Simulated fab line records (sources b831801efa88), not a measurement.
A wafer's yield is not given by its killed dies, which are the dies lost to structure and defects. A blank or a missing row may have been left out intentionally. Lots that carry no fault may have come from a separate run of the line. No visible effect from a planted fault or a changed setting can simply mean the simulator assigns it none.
fab line records | flow sky130
[record] lots = 14 | wafers = 42 | lastDay = 50
route steps=708 shown LDD_P@262 LDD_HVP@288 LDD_LDN@297 SPACER@305
lots that met no fault: taken from a fault-free run of the same line
startH: hours from the record's opening day to when the first of the lot's shown wafers began | waitH: hours from the lot's prior step to this one | " unchanged from the row above | L1.1+2: one row covering several wafers at once | - no value present, or no start provided | * or withheld: withheld | < > ~ a bound
route shown NAME@n: a module of which the file shows steps, and the number in the route of the first | usual: mean/standard deviation taken from wafers without a fault | same: alike in all rows | chamber/n: place in a boat | sites: per-site readings | _std_site: standard deviation across them | _edge_site: inner sites' mean taken away from outer sites' mean | radiusMm: for every site, how far away it sits from the centre of the wafer | mask NAME#n: copy n | behind: tool/chamber where the wafer was last shaped | hold: why the lot went on hold/how many hours it stayed there/how the hold came to an end | device: which transistor (n, p or np) failed to switch | end of line: the tests these same wafers got at the end of their route | step lacking rows: just its recipe | killed: at the first sort, the dies lost to defects and structure; wafer yield is something else | map: dies across one wafer; x = killed, . = not, _ = none there
set.NAME: the setting as run; set.NAME@STEP: as run at that earlier step | model.NAME: the simulator's own value behind a step, which no gauge read
a sample of lots followed through the steps of the route, with each step as a table and each wafer as a row
services: when a tool's chamber went out of use (startH, in hours from the record's first day, below 0 if earlier), for how many hours, and the reason
[[steps]]
[step SKY_LDD_P_CD_MEAS_07]
[recipe] targetCdNm = 380
[usual] cdNm = 379/3
lot.wafer | tool     | chamber | startH | waitH | cdNm
L999.2    | cdSem-01 | -       | 428.66 | 0.1   | 376
L999.3    | "        | -       | "      | "     | 376
L999.4    | "        | -       | "      | "     | 374
L100.2    | cdSem-02 | -       | 434.31 | 0.1   | 382
L100.4    | "        | -       | "      | "     | 382
L100.5    | "        | -       | "      | "     | 382
L101.3    | cdSem-02 | -       | 444.71 | 0.1   | 377
L101.4    | "        | -       | "      | "     | 377
L101.6    | "        | -       | "      | "     | 376
L106.2    | cdSem-02 | -       | 485.91 | 0.1   | 374
L106.3    | "        | -       | "      | "     | 375
L106.5    | "        | -       | "      | "     | 374
L105.1    | cdSem-01 | -       | 486.89 | 0.1   | 383
L105.2    | "        | -       | "      | "     | 384
L105.4    | "        | -       | "      | "     | 382
L112.1    | cdSem-01 | -       | 555.49 | 0.1   | 380
L112.5    | "        | -       | "      | "     | 381
L112.6    | "        | -       | "      | "     | 381
L113.1    | cdSem-02 | -       | 563.00 | 0.1   | 376
L113.2    | "        | -       | "      | "     | 377
L113.4    | "        | -       | "      | "     | 377
L114.1    | cdSem-01 | -       | 567.65 | 0.1   | 377
L114.2    | "        | -       | "      | "     | 378
L114.6    | "        | -       | "      | "     | 377
L115.3    | cdSem-02 | -       | 571.44 | 0.1   | 382
L115.5    | "        | -       | "      | "     | 380
L115.6    | "        | -       | "      | "     | 381
L117.1    | cdSem-02 | -       | 589.59 | 0.1   | 380
L117.4    | "        | -       | "      | "     | 380
L117.5    | "        | -       | "      | "     | 383
L118.4    | cdSem-01 | -       | 595.83 | 0.1   | 375
L118.5    | "        | -       | "      | "     | 375
L118.6    | "        | -       | "      | "     | 372
L119.1    | cdSem-02 | -       | 603.02 | 0.1   | 385
L119.2    | "        | -       | "      | "     | 382
L119.5    | "        | -       | "      | "     | 385
L120.1    | cdSem-01 | -       | 608.24 | 0.1   | 379
L120.4    | "        | -       | "      | "     | 383
L120.6    | "        | -       | "      | "     | 380
L121.2    | cdSem-02 | -       | 612.56 | 0.1   | 380
L121.4    | "        | -       | "      | "     | 378
L121.5    | "        | -       | "      | "     | 381
[step SKY_LDD_HVP_TW_MEAS_10]
[usual] LDD_HVP_TW = 458.4/2.2
lot.wafer | tool         | chamber | startH | waitH | LDD_HVP_TW
L999.2    | filmMetro-03 | -       | 490.18 | 0.1   | 457.4
L999.3    | "            | -       | "      | "     | 457.6
L999.4    | "            | -       | "      | "     | 457.4
L100.2    | filmMetro-03 | -       | 495.25 | 0.1   | 456.8
L100.4    | "            | -       | "      | "     | 461.1
L100.5    | "            | -       | "      | "     | 456.7
L101.3    | filmMetro-04 | -       | 507.19 | 0.1   | 461.9
L101.4    | "            | -       | "      | "     | 460.6
L101.6    | "            | -       | "      | "     | 462.8
L106.2    | filmMetro-04 | -       | 547.68 | 0.1   | 456.2
L106.3    | "            | -       | "      | "     | 457.5
L106.5    | "            | -       | "      | "     | 454.8
L105.1    | filmMetro-03 | -       | 547.97 | 0.1   | 460.9
L105.2    | "            | -       | "      | "     | 460.5
L105.4    | "            | -       | "      | "     | 458.2
L112.1    | filmMetro-03 | -       | 615.14 | 0.1   | 463.8
L112.5    | "            | -       | "      | "     | 461.2
L112.6    | "            | -       | "      | "     | 460.6
L113.1    | filmMetro-01 | -       | 621.17 | 0.1   | 456.3
L113.2    | "            | -       | "      | "     | 456.4
L113.4    | "            | -       | "      | "     | 457.2
L114.1    | filmMetro-03 | -       | 626.77 | 0.1   | 459.3
L114.2    | "            | -       | "      | "     | 459.6
L114.6    | "            | -       | "      | "     | 456.4
L115.3    | filmMetro-04 | -       | 630.49 | 0.1   | 458.1
L115.5    | "            | -       | "      | "     | 461.0
L115.6    | "            | -       | "      | "     | 459.7
L117.1    | filmMetro-01 | -       | 647.27 | 0.1   | 458.5
L117.4    | "            | -       | "      | "     | 459.2
L117.5    | "            | -       | "      | "     | 458.4
L118.4    | filmMetro-01 | -       | 653.02 | 0.1   | 458.4
L118.5    | "            | -       | "      | "     | 459.9
L118.6    | "            | -       | "      | "     | 458.9
L119.1    | filmMetro-03 | -       | 660.72 | 0.1   | 460.5
L119.2    | "            | -       | "      | "     | 460.2
L119.5    | "            | -       | "      | "     | 461.6
L120.1    | filmMetro-01 | -       | 667.59 | 0.1   | 457.3
L120.4    | "            | -       | "      | "     | 457.5
L120.6    | "            | -       | "      | "     | 456.6
L121.2    | filmMetro-04 | -       | 669.78 | 0.1   | 460.1
L121.4    | "            | -       | "      | "     | 459.7
L121.5    | "            | -       | "      | "     | 459.8
[step SKY_LDD_LDN_IMPLANT_08]
[recipe] species = As | energyKev = 15 | doseCm2 = 1.25e+13 | tiltDeg = withheld | rotationDeg = 23
[usual] doseIonsCm2 = 1.25e+13/1.3e+10 | faradayCurrentUA = 70.5/1.5
lot.wafer | tool         | chamber | startH | waitH | doseIonsCm2 | faradayCurrentUA
L999.2    | implanter-02 | 0       | 520.79 | 0.0   | 1.2508e+13  | 69.9
L999.3    | "            | 0       | "      | "     | 1.2495e+13  | 72.0
L999.4    | "            | 0       | "      | "     | 1.2516e+13  | 70.8
L100.2    | implanter-01 | 0       | 525.06 | 0.1   | 1.2509e+13  | 72.9
L100.4    | "            | 0       | "      | "     | 1.2495e+13  | 73.2
L100.5    | "            | 0       | "      | "     | 1.2511e+13  | 70.7
L101.3    | implanter-02 | 0       | 537.32 | 0.1   | 1.2508e+13  | 70.6
L101.4    | "            | 0       | "      | "     | 1.2516e+13  | 70.6
L101.6    | "            | 0       | "      | "     | 1.2495e+13  | 67.4
L106.2    | implanter-02 | 0       | 577.09 | 0.0   | 2.1684e+13  | 124.4
L106.3    | "            | 0       | "      | "     | 2.1676e+13  | 126.6
L106.5    | "            | 0       | "      | "     | 2.1693e+13  | 120.9
L105.1    | implanter-02 | 0       | 578.17 | 0.0   | 2.1659e+13  | 122.9
L105.2    | "            | 0       | "      | "     | 2.1658e+13  | 120.4
L105.4    | "            | 0       | "      | "     | 2.1667e+13  | 115.9
L112.1    | implanter-02 | 0       | 643.90 | 0.0   | 1.2513e+13  | 71.1
L112.5    | "            | 0       | "      | "     | 1.2506e+13  | 72.0
L112.6    | "            | 0       | "      | "     | 1.2514e+13  | 72.2
L113.1    | implanter-03 | 0       | 649.67 | 0.0   | 1.2504e+13  | 69.0
L113.2    | "            | 0       | "      | "     | 1.2506e+13  | 71.4
L113.4    | "            | 0       | "      | "     | 1.2482e+13  | 69.3
L114.1    | implanter-02 | 0       | 654.97 | 0.0   | 1.2498e+13  | 69.9
L114.2    | "            | 0       | "      | "     | 1.2485e+13  | 69.0
L114.6    | "            | 0       | "      | "     | 1.2502e+13  | 70.6
L115.3    | implanter-02 | 0       | 658.72 | 0.1   | 1.2509e+13  | 72.4
L115.5    | "            | 0       | "      | "     | 1.2509e+13  | 67.9
L115.6    | "            | 0       | "      | "     | 1.2497e+13  | 68.6
L117.1    | implanter-01 | 0       | 675.67 | 0.0   | 1.2523e+13  | 70.6
L117.4    | "            | 0       | "      | "     | 1.2501e+13  | 71.4
L117.5    | "            | 0       | "      | "     | 1.2504e+13  | 69.9
L118.4    | implanter-03 | 0       | 680.70 | 0.1   | 1.2491e+13  | 71.2
L118.5    | "            | 0       | "      | "     | 1.2488e+13  | 68.3
L118.6    | "            | 0       | "      | "     | 1.2479e+13  | 71.5
L119.1    | implanter-03 | 0       | 688.32 | 0.0   | 1.2492e+13  | 71.8
L119.2    | "            | 0       | "      | "     | 1.2513e+13  | 70.7
L119.5    | "            | 0       | "      | "     | 1.2517e+13  | 72.4
L120.1    | implanter-03 | 0       | 694.75 | 0.0   | 1.2492e+13  | 70.5
L120.4    | "            | 0       | "      | "     | 1.249e+13   | 68.9
L120.6    | "            | 0       | "      | "     | 1.2492e+13  | 71.9
L121.2    | implanter-03 | 0       | 697.68 | 0.0   | 1.2481e+13  | 70.3
L121.4    | "            | 0       | "      | "     | 1.251e+13   | 69.6
L121.5    | "            | 0       | "      | "     | 1.2497e+13  | 70.7
[step SKY_LDD_LDN_TW_MEAS_13]
[usual] LDD_LDN_TW = 1483/11
lot.wafer | tool         | chamber | startH | waitH | hold                    | LDD_LDN_TW
L999.2    | filmMetro-01 | -       | 521.48 | 0.1   | -                       | 1496
L999.3    | "            | -       | "      | "     | -                       | 1497
L999.4    | "            | -       | "      | "     | -                       | 1493
L100.2    | filmMetro-03 | -       | 525.74 | 0.1   | -                       | 1475
L100.4    | "            | -       | "      | "     | -                       | 1480
L100.5    | "            | -       | "      | "     | -                       | 1479
L101.3    | filmMetro-01 | -       | 537.99 | 0.1   | -                       | 1485
L101.4    | "            | -       | "      | "     | -                       | 1481
L101.6    | "            | -       | "      | "     | -                       | 1483
L106.2    | filmMetro-01 | -       | 577.78 | 0.1   | awaitDispo/0.2h/release | 1556
L106.3    | "            | -       | "      | "     | awaitDispo/0.2h/release | 1559
L106.5    | "            | -       | "      | "     | awaitDispo/0.2h/release | 1558
L106.2    | filmMetro-01 | -       | 578.00 | 0.2   | -                       | 1552
L106.3    | "            | -       | "      | "     | -                       | 1560
L106.5    | "            | -       | "      | "     | -                       | 1556
L105.1    | filmMetro-03 | -       | 578.87 | 0.1   | awaitDispo/0.2h/release | 1574
L105.2    | "            | -       | "      | "     | awaitDispo/0.2h/release | 1573
L105.4    | "            | -       | "      | "     | awaitDispo/0.2h/release | 1578
L105.1    | filmMetro-03 | -       | 579.10 | 0.2   | -                       | 1571
L105.2    | "            | -       | "      | "     | -                       | 1579
L105.4    | "            | -       | "      | "     | -                       | 1579
L112.1    | filmMetro-01 | -       | 644.60 | 0.1   | -                       | 1485
L112.5    | "            | -       | "      | "     | -                       | 1483
L112.6    | "            | -       | "      | "     | -                       | 1487
L113.1    | filmMetro-03 | -       | 650.37 | 0.1   | -                       | 1494
L113.2    | "            | -       | "      | "     | -                       | 1498
L113.4    | "            | -       | "      | "     | -                       | 1497
L114.1    | filmMetro-02 | -       | 655.67 | 0.1   | -                       | 1476
L114.2    | "            | -       | "      | "     | -                       | 1473
L114.6    | "            | -       | "      | "     | -                       | 1477
L115.3    | filmMetro-01 | -       | 659.39 | 0.1   | -                       | 1488
L115.5    | "            | -       | "      | "     | -                       | 1499
L115.6    | "            | -       | "      | "     | -                       | 1487
L117.1    | filmMetro-01 | -       | 676.37 | 0.1   | -                       | 1502
L117.4    | "            | -       | "      | "     | -                       | 1491
L117.5    | "            | -       | "      | "     | -                       | 1486
L118.4    | filmMetro-02 | -       | 681.35 | 0.1   | -                       | 1471
L118.5    | "            | -       | "      | "     | -                       | 1468
L118.6    | "            | -       | "      | "     | -                       | 1466
L119.1    | filmMetro-01 | -       | 689.02 | 0.1   | -                       | 1486
L119.2    | "            | -       | "      | "     | -                       | 1491
L119.5    | "            | -       | "      | "     | -                       | 1487
L120.1    | filmMetro-03 | -       | 695.45 | 0.1   | -                       | 1489
L120.4    | "            | -       | "      | "     | -                       | 1502
L120.6    | "            | -       | "      | "     | -                       | 1500
L121.2    | filmMetro-02 | -       | 698.36 | 0.1   | -                       | 1480
L121.4    | "            | -       | "      | "     | -                       | 1487
L121.5    | "            | -       | "      | "     | -                       | 1472
[step SKY_SPACER_THK_MEAS_01]
[recipe] reads = Si3N4_of_SPACER_CVD_00
[usual] SPACER_CVD_00_THK = 43.1/0.39
lot.wafer | tool         | chamber | startH | waitH | SPACER_CVD_00_THK[nm]
L999.2    | filmMetro-04 | -       | 522.80 | 0.0   | 43.1
L999.3    | "            | -       | "      | "     | 43.3
L999.4    | "            | -       | "      | "     | 43.4
L100.2    | filmMetro-02 | -       | 527.06 | 0.0   | 43.3
L100.4    | "            | -       | "      | "     | 43.6
L100.5    | "            | -       | "      | "     | 44.0
L101.3    | filmMetro-04 | -       | 539.31 | 0.0   | 43.1
L101.4    | "            | -       | "      | "     | 43.3
L101.6    | "            | -       | "      | "     | 43.1
L106.2    | filmMetro-01 | -       | 586.15 | 0.0   | 42.7
L106.3    | "            | -       | "      | "     | 43.1
L106.5    | "            | -       | "      | "     | 43.1
L105.1    | filmMetro-02 | -       | 587.71 | 0.0   | 42.7
L105.2    | "            | -       | "      | "     | 43.1
L105.4    | "            | -       | "      | "     | 43.1
L112.1    | filmMetro-02 | -       | 646.34 | 0.0   | 42.5
L112.5    | "            | -       | "      | "     | 43.0
L112.6    | "            | -       | "      | "     | 43.1
L113.1    | filmMetro-04 | -       | 653.92 | 0.0   | 43.0
L113.2    | "            | -       | "      | "     | 43.1
L113.4    | "            | -       | "      | "     | 43.1
L114.1    | filmMetro-01 | -       | 657.54 | 0.0   | 43.0
L114.2    | "            | -       | "      | "     | 42.9
L114.6    | "            | -       | "      | "     | 42.6
L115.3    | filmMetro-01 | -       | 660.71 | 0.0   | 42.9
L115.5    | "            | -       | "      | "     | 42.4
L115.6    | "            | -       | "      | "     | 42.6
L117.1    | filmMetro-02 | -       | 677.68 | 0.0   | 42.8
L117.4    | "            | -       | "      | "     | 42.9
L117.5    | "            | -       | "      | "     | 43.1
L118.4    | filmMetro-01 | -       | 684.31 | 0.0   | 42.7
L118.5    | "            | -       | "      | "     | 42.4
L118.6    | "            | -       | "      | "     | 42.7
L119.1    | filmMetro-04 | -       | 690.86 | 0.0   | 44.0
L119.2    | "            | -       | "      | "     | 44.0
L119.5    | "            | -       | "      | "     | 44.2
L120.1    | filmMetro-01 | -       | 697.50 | 0.0   | 43.0
L120.4    | "            | -       | "      | "     | 42.9
L120.6    | "            | -       | "      | "     | 43.1
L121.2    | filmMetro-01 | -       | 701.12 | 0.0   | 43.2
L121.4    | "            | -       | "      | "     | 43.1
L121.5    | "            | -       | "      | "     | 43.3
[[services]]
tool         | chamber | startH | hours | kind
implanter-02 | -       | 529.64 | 3.6   | repair
implanter-01 | -       | 554.39 | 1.2   | repair
implanter-03 | -       | 560.71 | 4.0   | pm
implanter-02 | -       | 566.79 | 3.7   | repair
implanter-02 | -       | 588.57 | 4.5   | repair
implanter-02 | -       | 594.64 | 7.0   | repair
implanter-03 | -       | 596.22 | 2.2   | repair
implanter-01 | -       | 652.42 | 4.2   | pm
[[key]]
[firstSign] step = SKY_LDD_LDN_IMPLANT_08 | reading = doseIonsCm2 | direction = up | sigmas = 99+ | usual = * | struck = *
[effect] step = SKY_LDD_LDN_IMPLANT_08 | reading = faradayCurrentUA | direction = up | sigmas = 33 | usual = 70.5 | struck = 121.8
[effect] step = SKY_LDD_LDN_TW_MEAS_13 | reading = visit | direction = added
[effect] step = SKY_LDD_LDN_TW_MEAS_13 | reading = LDD_LDN_TW | direction = up | sigmas = 7.5 | usual = 1483 | struck = 1566
metAt SKY_LDD_LDN_IMPLANT_08
struckLots L105,L106
sortLeftOut L106.2,L106.3,L106.5
testerLeftOut L105,L106
notActingAt SKY_LDD_P_CD_MEAS_07,SKY_LDD_HVP_TW_MEAS_10,SKY_SPACER_THK_MEAS_01
onsetBetween 537.32 577.09
[fault] kind = processParameterDrift | tool = implanter-02 | chamber = - | onsetH = 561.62 | steps = SKY_LDD_LDN_IMPLANT_08 | channel = doseCm2 | offset = * | shape = step | endH = 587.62 | actsIn = * | stated = *
// testerLeftOut: of these lots the tester's yield and bins aren't shown, on N5 and GAA mostly nor the transistor test; their killed dies are dies lost to structure and defects alone, not to doping, threshold or leakage, so they don't give the yield
// sortLeftOut: the simulated sort isn't trusted on such a fault, so these wafers' sort isn't shown, and their yield isn't known
